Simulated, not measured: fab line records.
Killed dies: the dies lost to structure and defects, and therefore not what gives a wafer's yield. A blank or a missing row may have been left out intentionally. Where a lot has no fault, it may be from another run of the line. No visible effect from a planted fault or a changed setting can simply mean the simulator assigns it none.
Split-lot study + flow sfq_line + 23 wafers read from 5 lots, route of 325 steps

## ON THE SPLIT
At SFQ_TRILAYER_I0_VIA_LITHO_PEB_034 (peb time 60 s), the setting peb_time_s was moved away from the recipe's 60 s on 9 of the 23 wafers read, by -13.5% to +11.7%. For the rest of the wafers, this setting stayed at what the recipe calls for.

## BETWEEN THE SPLIT AND THE READING: the file shows 1 step in between
- SFQ_TRILAYER_I0_VIA_LITHO_DEVELOP_033: time 60 s

## THE READING
I0.cd_nm (the simulator's own value, which no gauge read), in nm, at SFQ_TRILAYER_I0_VIA_BARC_OPEN_VIA_ETCH_046 (etches BARC in O2, target depth 125 nm, time 41.7 s). There is no usual value for it anywhere in the file. Average 499.8 nm, standard deviation 1.2 nm, over the 14 wafers here run with the recipe.

| wafer  | tool, chamber at the split | peb_time_s as run, s | against the recipe | I0.cd_nm, nm | against lot-mates on the recipe |
|--------|----------------------------|----------------------|--------------------|--------------|---------------------------------|
| L074.1 | litho_track-04, 0          | 60                   | recipe             | 500.5        | -                               |
| L074.2 | litho_track-04, 0          | 60                   | recipe             | 499.9        | -                               |
| L074.4 | litho_track-04, 0          | 67.02                | +11.7%             | 516.9        | +16.7                           |
| L074.5 | litho_track-04, 0          | 67.02                | +11.7%             | 516.8        | +16.6                           |
| L074.6 | litho_track-04, 0          | 67.02                | +11.7%             | 515.4        | +15.2                           |
| L075.1 | litho_track-04, 0          | 51.91                | -13.5%             | 478.3        | -21.4                           |
| L075.2 | litho_track-04, 0          | 51.91                | -13.5%             | 478.8        | -20.9                           |
| L075.3 | litho_track-04, 0          | 60                   | recipe             | 499.6        | -                               |
| L075.4 | litho_track-04, 0          | 60                   | recipe             | 499.9        | -                               |
| L075.6 | litho_track-04, 0          | 51.91                | -13.5%             | 480.1        | -19.6                           |
| L080.1 | litho_track-04, 0          | 54.81                | -8.6%              | 486.3        | -13.3                           |
| L080.2 | litho_track-04, 0          | 54.81                | -8.6%              | 486.5        | -13.1                           |
| L080.4 | litho_track-04, 0          | 60                   | recipe             | 499.4        | -                               |
| L080.5 | litho_track-04, 0          | 54.81                | -8.6%              | 484.7        | -14.9                           |
| L080.6 | litho_track-04, 0          | 60                   | recipe             | 499.8        | -                               |
| L083.3 | litho_track-03, 0          | 60                   | recipe             | 501.9        | -                               |
| L083.4 | litho_track-03, 0          | 60                   | recipe             | 502          | -                               |
| L083.6 | litho_track-03, 0          | 60                   | recipe             | 500.9        | -                               |
| L085.2 | litho_track-01, 0          | 60                   | recipe             | 498.4        | -                               |
| L085.3 | litho_track-01, 0          | 60                   | recipe             | 498.5        | -                               |
| L085.4 | litho_track-01, 0          | 60                   | recipe             | 498.1        | -                               |
| L085.5 | litho_track-01, 0          | 60                   | recipe             | 499          | -                               |
| L085.6 | litho_track-01, 0          | 60                   | recipe             | 498.6        | -                               |

FIT RESULTS
A straight line over all 23 wafers: I0.cd_nm changes by +1.5 nm for each +1% of peb_time_s; r = +0.99; the points scatter about the line by 1.2 nm.
The same after taking each lot's own level away (the mean of its wafers on the recipe; 23 wafers): +1.48 nm for each +1%; r = +1.00; scatter 0.75 nm.
According to that fit, moving peb_time_s by its largest amount changes the reading by 20 nm.
The span of the lots' own levels, 498.52 to 501.60 nm, comes to 2.6 times the standard deviation stated above.
Consequently the slope shifts little with the lot-to-lot level, the two slopes agreeing.
Check: with one of the wafers moved furthest among these (-13.5%) left out of the fit, the line predicts -20.1 nm for it against its lot-mates. It came out at -21.4 nm against them.

## OTHER SPLITS ON THESE WAFERS
Note: prior to the reading, these wafers also went through further splits. Each is held against what the fit with the lots' levels taken away leaves over:
| other split on the same wafers                 | wafers away from the commonest value | r with I0.cd_nm (lot level and that fit taken away) |
|------------------------------------------------|--------------------------------------|-----------------------------------------------------|
| SFQ_TRILAYER_L0_LITHO_COAT_005 spin_rpm        | 7                                    | -0.17                                               |
| SFQ_TRILAYER_L0_LITHO_EXPOSE_006 dose_mj       | 9                                    | -0.01                                               |
| SFQ_TRILAYER_L0_VIA_LITHO_PEB_016 peb_time_s   | 6                                    | +0.02                                               |
| SFQ_TRILAYER_M0_LITHO_PEB_024 peb_temp_c       | 8                                    | -0.20                                               |
| SFQ_TRILAYER_I0_CMP_CMP_028 leave_above_ref_nm | 7                                    | +0.13                                               |
| SFQ_TRILAYER_I0_VIA_LITHO_COAT_031 spin_rpm    | 12                                   | -0.06                                               |

## FILE'S OWN FIT
I0.cd_nm changes by +1.49 nm for each +1% of peb_time_s, r = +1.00.
